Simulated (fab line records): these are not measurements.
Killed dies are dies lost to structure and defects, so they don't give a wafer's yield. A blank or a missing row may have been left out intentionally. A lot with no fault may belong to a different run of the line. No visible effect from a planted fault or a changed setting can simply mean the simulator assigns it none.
Which tool is to blame?	flow sky130	6 lots, 18 wafers sampled, at 3 steps of a route of 708

== WHAT THE GAUGES SHOWED, per wafer ==
SKY_CONTACT_THK_MEAS_01.
lot	measured	on	CONTACT_CVD_00_THK (nm)
L859	day 31 01:41	filmMetro-03	74.5 73.9 74.4
L868	day 34 03:10	filmMetro-04	147.2 149.8 150.1 147.3 149.7 150.0
L873	day 36 05:58	filmMetro-04	74.8 75.7 75.2
L875	day 36 12:38	filmMetro-03	74.9 75.6 76.6
L877	day 37 18:37	filmMetro-01	75.2 76.2 76.8
L878	day 37 23:04	filmMetro-01	73.7 74.5 74.4

== WHAT TOOL EACH LOT RAN ON (gives the tool, then ch and the chambers of the sampled wafers, and finally the start) ==
lot	SKY_LOCAL_INTERCONNECT_METAL_ETCH_14	SKY_CONTACT_CVD_00
L859	rieMetal-04 ch 0,1, day 31 00:57	pecvd-02 ch 0,1,2, day 31 01:38
L868	rieMetal-04 ch 0,1, day 34 02:15	pecvd-03 ch 1, day 34 02:54
L873	rieMetal-04 ch 0,1, day 36 05:12	pecvd-02 ch 2, day 36 05:52
L875	rieMetal-04 ch 0,1, day 36 11:57	pecvd-02 ch 0,1, day 36 12:35
L877	rieMetal-04 ch 0,1, day 37 16:41	pecvd-02 ch 0,2, day 37 18:35
L878	rieMetal-01 ch 0,1, day 37 22:22	pecvd-03 ch 0,1,2, day 37 23:02
- SKY_LOCAL_INTERCONNECT_METAL_ETCH_14: etches TiN in Cl2/BCl3, stops on PSG, target depth 110 nm, time 31.4 s.
- SKY_CONTACT_CVD_00: deposits Si3N4, target thk 75 nm.

== THE ANSWER, worked out from the rows above alone ==
Rule: the lots themselves supply what counts as usual. Put in order of their means at a reading, lots are off if they are a third of the lots or fewer, leave a main group of 4 or more, and stand apart from it by a gap of 3 or more times the standard deviation of the main group's means; of several such gaps the widest counts. A main group is skipped when, at the precision printed for the reading in the tables above, its means are all equal. Also off: a lot with no number at a reading for which 4 or more lots have one. Any other lot the step has rows for is counted as sound.
Off: at SKY_CONTACT_THK_MEAS_01 (CONTACT_CVD_00_THK), L868. The main group: mean 75.1 nm, standard deviation 0.75.
A tool fits if, at a process step before that reading, it ran every lot that is off, and no sound lot after the first of them. The gauges at SKY_CONTACT_THK_MEAS_01 are tried like those tools. No candidate that was tried fits.

== WHAT THE SIMULATOR HAD INSERTED ==
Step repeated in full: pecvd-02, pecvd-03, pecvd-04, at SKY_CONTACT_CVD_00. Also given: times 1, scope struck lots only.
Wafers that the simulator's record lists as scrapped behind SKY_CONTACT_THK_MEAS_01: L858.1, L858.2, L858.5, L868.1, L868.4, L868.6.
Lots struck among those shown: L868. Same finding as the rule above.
